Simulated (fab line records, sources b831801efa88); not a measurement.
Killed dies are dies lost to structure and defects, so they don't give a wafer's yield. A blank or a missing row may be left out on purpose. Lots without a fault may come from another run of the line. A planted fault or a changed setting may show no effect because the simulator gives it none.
Which tool did it? | flow gf180mcu | 10 lots, 29 wafers sampled, at 7 steps of a route of 602

WHAT THE GAUGES READ, wafer by wafer
GF_TOP_METAL_RS_MEAS_05: measures by four-point-probe.
lot  | measured     | on            | TOP_METAL_ALCU_RS (ohm/sq)
L200 | day 26 23:47 | film_metro-02 | 0.0332 0.0328 0.0329
L204 | day 28 10:48 | film_metro-02 | 0.0333 0.0330 0.0329
L206 | day 29 03:13 | film_metro-02 | 0.0333 0.0332 0.0334
L208 | day 29 18:30 | film_metro-02 | 0.0323 0.0323 0.0323
L215 | day 31 10:42 | film_metro-02 | 0.0506 0.0500 0.0326 0.0507 0.0501 0.0326
L216 | day 31 15:05 | film_metro-02 | 0.0504 0.0506 0.0506 0.0506
L218 | day 32 14:55 | film_metro-02 | 0.0327 0.0326 0.0329
L220 | day 32 20:43 | film_metro-02 | 0.0323 0.0326 0.0324
L221 | day 32 22:03 | film_metro-03 | 0.0334 0.0333 0.0333
L223 | day 33 20:21 | film_metro-02 | 0.0330 0.0330 0.0326

GF_TOP_METAL_THK_MEAS_06: measures by xrf.
lot  | measured     | on            | TOP_METAL_ALCU_THK (nm)
L200 | day 26 23:53 | film_metro-02 | 863 875 872
L204 | day 28 10:55 | film_metro-02 | 866 873 876
L206 | day 29 03:18 | film_metro-02 | 868 870 865
L208 | day 29 18:37 | film_metro-02 | 898 885 896
L215 | day 31 11:58 | film_metro-02 | 573 580 881 574 579 884
L216 | day 31 17:20 | film_metro-02 | 573 573 575 574
L218 | day 32 15:02 | film_metro-02 | 884 888 883
L220 | day 32 20:49 | film_metro-02 | 891 883 890
L221 | day 32 22:10 | film_metro-03 | 869 874 875
L223 | day 33 20:28 | film_metro-02 | 877 871 888

GF_PASSIVATION_THK_MEAS_01.
lot  | measured     | on            | PASSIVATION_CVD_00_THK (nm)
L200 | day 27 20:25 | film_metro-04 | 1009 1018 1012
L204 | day 29 06:46 | film_metro-03 | 996 1004 1022
L206 | day 29 22:23 | film_metro-04 | 1010 1000 1018
L208 | day 30 13:45 | film_metro-01 | 1015 1012 1016
L215 | day 32 04:26 | film_metro-04 | 992 1006 1003
L216 | day 32 13:19 | film_metro-01 | 995 990
L218 | day 33 07:41 | film_metro-01 | 995 981 985
L220 | day 33 12:50 | film_metro-03 | 992 990 997
L221 | day 33 13:29 | film_metro-01 | 1017 1014 1018
L223 | day 34 12:25 | film_metro-01 | 996 1005 1010

WHICH TOOL RAN EACH LOT (tool, then ch and the chambers of the sampled wafers, then the start)
lot  | GF_TOP_METAL_SPUTTER_02      | GF_TOP_METAL_SPUTTER_04      | GF_TOP_METAL_METAL_ETCH_16        | GF_TOP_METAL_STRIP_17
L200 | pvd_sputter-03, day 26 23:37 | pvd_sputter-03, day 26 23:41 | rie_metal-03 ch 0,1, day 27 19:37 | plasma_asher-03 ch 0,1, day 27 19:46
L204 | pvd_sputter-04, day 28 10:43 | pvd_sputter-04, day 28 10:46 | rie_metal-03 ch 1, day 29 05:55   | plasma_asher-01 ch 0,1, day 29 06:05
L206 | pvd_sputter-03, day 29 03:04 | pvd_sputter-03, day 29 03:08 | rie_metal-02 ch 0,1, day 29 21:37 | plasma_asher-01 ch 0,1, day 29 21:46
L208 | pvd_sputter-04, day 29 18:25 | pvd_sputter-04, day 29 18:29 | rie_metal-04 ch 0, day 30 12:46   | plasma_asher-03 ch 0,1, day 30 13:07
L215 | pvd_sputter-03, day 31 10:37 | pvd_sputter-03, day 31 10:40 | rie_metal-04 ch 0,1, day 32 03:19 | plasma_asher-01 ch 0,1, day 32 03:29
L216 | pvd_sputter-03, day 31 15:00 | pvd_sputter-03, day 31 15:04 | rie_metal-03 ch 0,1, day 32 11:25 | plasma_asher-01 ch 0,1, day 32 11:41
L218 | pvd_sputter-01, day 32 14:49 | pvd_sputter-01, day 32 14:53 | rie_metal-04 ch 0,1, day 33 06:53 | plasma_asher-01 ch 0,1, day 33 07:04
L220 | pvd_sputter-01, day 32 20:36 | pvd_sputter-01, day 32 20:40 | rie_metal-03 ch 0,1, day 33 12:02 | plasma_asher-03 ch 0,1, day 33 12:13
L221 | pvd_sputter-04, day 32 21:58 | pvd_sputter-04, day 32 22:01 | rie_metal-02 ch 0,1, day 33 12:40 | plasma_asher-01 ch 0,1, day 33 12:50
L223 | pvd_sputter-01, day 33 20:16 | pvd_sputter-01, day 33 20:19 | rie_metal-03 ch 0,1, day 34 11:38 | plasma_asher-02 ch 0,1, day 34 11:48
- GF_TOP_METAL_SPUTTER_02: material AlCu, target thk 900 nm, time 47.82 s.
- GF_TOP_METAL_SPUTTER_04: material TiN, target thk 25 nm, time 20.8 s.
- GF_TOP_METAL_METAL_ETCH_16: etches the open film in Cl2/BCl3, stops on SiO2, target depth 1077.5 nm, time 179.6 s.
- GF_TOP_METAL_STRIP_17: strips in O2/N2.

WHAT THE TOOLS THEMSELVES READ (means of the sampled wafers that have a number; where no wafer has one, the mark that the record gives instead)
GF_TOP_METAL_SPUTTER_02.
lot  | tool           | cathode_dc_power_W (W) | throttle_valve_pct (%)
L200 | pvd_sputter-03 | 10600                  | 30.2
L204 | pvd_sputter-04 | 10601                  | 28.1
L206 | pvd_sputter-03 | 10599                  | 30.3
L208 | pvd_sputter-04 | 10601                  | 28.9
L215 | pvd_sputter-03 | 10599                  | 29.9
L216 | pvd_sputter-03 | 10600                  | 30.5
L218 | pvd_sputter-01 | 10598                  | 29.7
L220 | pvd_sputter-01 | 10602                  | 29.6
L221 | pvd_sputter-04 | 10600                  | 28.5
L223 | pvd_sputter-01 | 10599                  | 29.7

GF_TOP_METAL_SPUTTER_04.
lot  | tool           | cathode_dc_power_W (W) | throttle_valve_pct (%)
L200 | pvd_sputter-03 | 6499.1                 | 30.1
L204 | pvd_sputter-04 | 6500.3                 | 28.1
L206 | pvd_sputter-03 | 6499.6                 | 30.4
L208 | pvd_sputter-04 | 6499.4                 | 28.9
L215 | pvd_sputter-03 | 6500.3                 | 29.8
L216 | pvd_sputter-03 | 6499.1                 | 30.5
L218 | pvd_sputter-01 | 6500.5                 | 29.6
L220 | pvd_sputter-01 | 6500.0                 | 29.7
L221 | pvd_sputter-04 | 6499.7                 | 28.6
L223 | pvd_sputter-01 | 6500.6                 | 29.5

GF_TOP_METAL_METAL_ETCH_16.
lot  | tool         | drypump_motor_current_A (A) | oes_product_au (a.u.) | throttle_valve_pct (%)
L200 | rie_metal-03 | 5.5                         | 0.964                 | 28.259
L204 | rie_metal-03 | 5.6                         | 0.965                 | 28.250
L206 | rie_metal-02 | 5.6                         | 0.959                 | 28.272
L208 | rie_metal-04 | 6.2                         | 0.967                 | 28.248
L215 | rie_metal-04 | 5.9                         | 0.846                 | 28.390
L216 | rie_metal-03 | 5.4                         | 0.786                 | 28.461
L218 | rie_metal-04 | 5.9                         | 0.965                 | 28.257
L220 | rie_metal-03 | 5.4                         | 0.970                 | 28.239
L221 | rie_metal-02 | 5.5                         | 0.958                 | 28.263
L223 | rie_metal-03 | 5.5                         | 0.964                 | 28.258

GF_TOP_METAL_STRIP_17.
lot  | tool            | drypump_motor_current_A (A) | heater_power_w (W) | oes_product_au (a.u.) | strip_time_to_endpoint_s (s)
L200 | plasma_asher-03 | 5.8                         | 356                | 0.710                 | 13.48
L204 | plasma_asher-01 | 6.3                         | 314                | 0.711                 | 13.38
L206 | plasma_asher-01 | 6.3                         | 310                | 0.711                 | 13.46
L208 | plasma_asher-03 | 5.9                         | 350                | 0.710                 | 13.42
L215 | plasma_asher-01 | 6.3                         | 307                | 0.707                 | 13.47
L216 | plasma_asher-01 | 6.2                         | 320                | 0.713                 | 13.46
L218 | plasma_asher-01 | 6.3                         | 315                | 0.711                 | 13.51
L220 | plasma_asher-03 | 5.8                         | 348                | 0.710                 | 13.55
L221 | plasma_asher-01 | 6.2                         | 320                | 0.714                 | 13.44
L223 | plasma_asher-02 | 5.8                         | 332                | 0.710                 | 13.53

THE ANSWER, worked out from the rows above alone
Rule: what is usual is taken from the lots themselves. Put in order of their means at a reading, lots are off if they are a third of the lots or fewer, leave a main group of 4 or more, and stand apart from it by a gap of 3 or more times the standard deviation of the main group's means; of several such gaps the widest counts. A main group whose means are all the same, to the digits that the tables above print for the reading, isn't used. A lot without any number at a reading at which 4 lots or more have one is off too. The other lots that the step has rows for count as sound. The gauges are gone through in route order, then the tools' own readings, and for those a lot's mean is taken as printed above. The first step at which some lot is off is used, and at that step the reading that is off furthest; a lot without a number counts as furthest.
Off: L215, L216, at GF_TOP_METAL_RS_MEAS_05 (TOP_METAL_ALCU_RS). The main group: mean 0.0329 ohm/sq, standard deviation 0.00035.
A tool fits if, at a process step before that reading, it ran every lot that is off, and no sound lot after the first of them. The gauges at GF_TOP_METAL_RS_MEAS_05 aren't tried: what is off there is off at GF_TOP_METAL_METAL_ETCH_16 too, on other tools, and a gauge's error can't cause that. One fits: pvd_sputter-03 at GF_TOP_METAL_SPUTTER_02 and GF_TOP_METAL_SPUTTER_04. At GF_TOP_METAL_SPUTTER_02 its last sound lot is L206 (day 29 03:04), its first lot that is off L215 (day 31 10:37): a fault that began between those two fits.

WHAT THE SIMULATOR HAD PUT IN
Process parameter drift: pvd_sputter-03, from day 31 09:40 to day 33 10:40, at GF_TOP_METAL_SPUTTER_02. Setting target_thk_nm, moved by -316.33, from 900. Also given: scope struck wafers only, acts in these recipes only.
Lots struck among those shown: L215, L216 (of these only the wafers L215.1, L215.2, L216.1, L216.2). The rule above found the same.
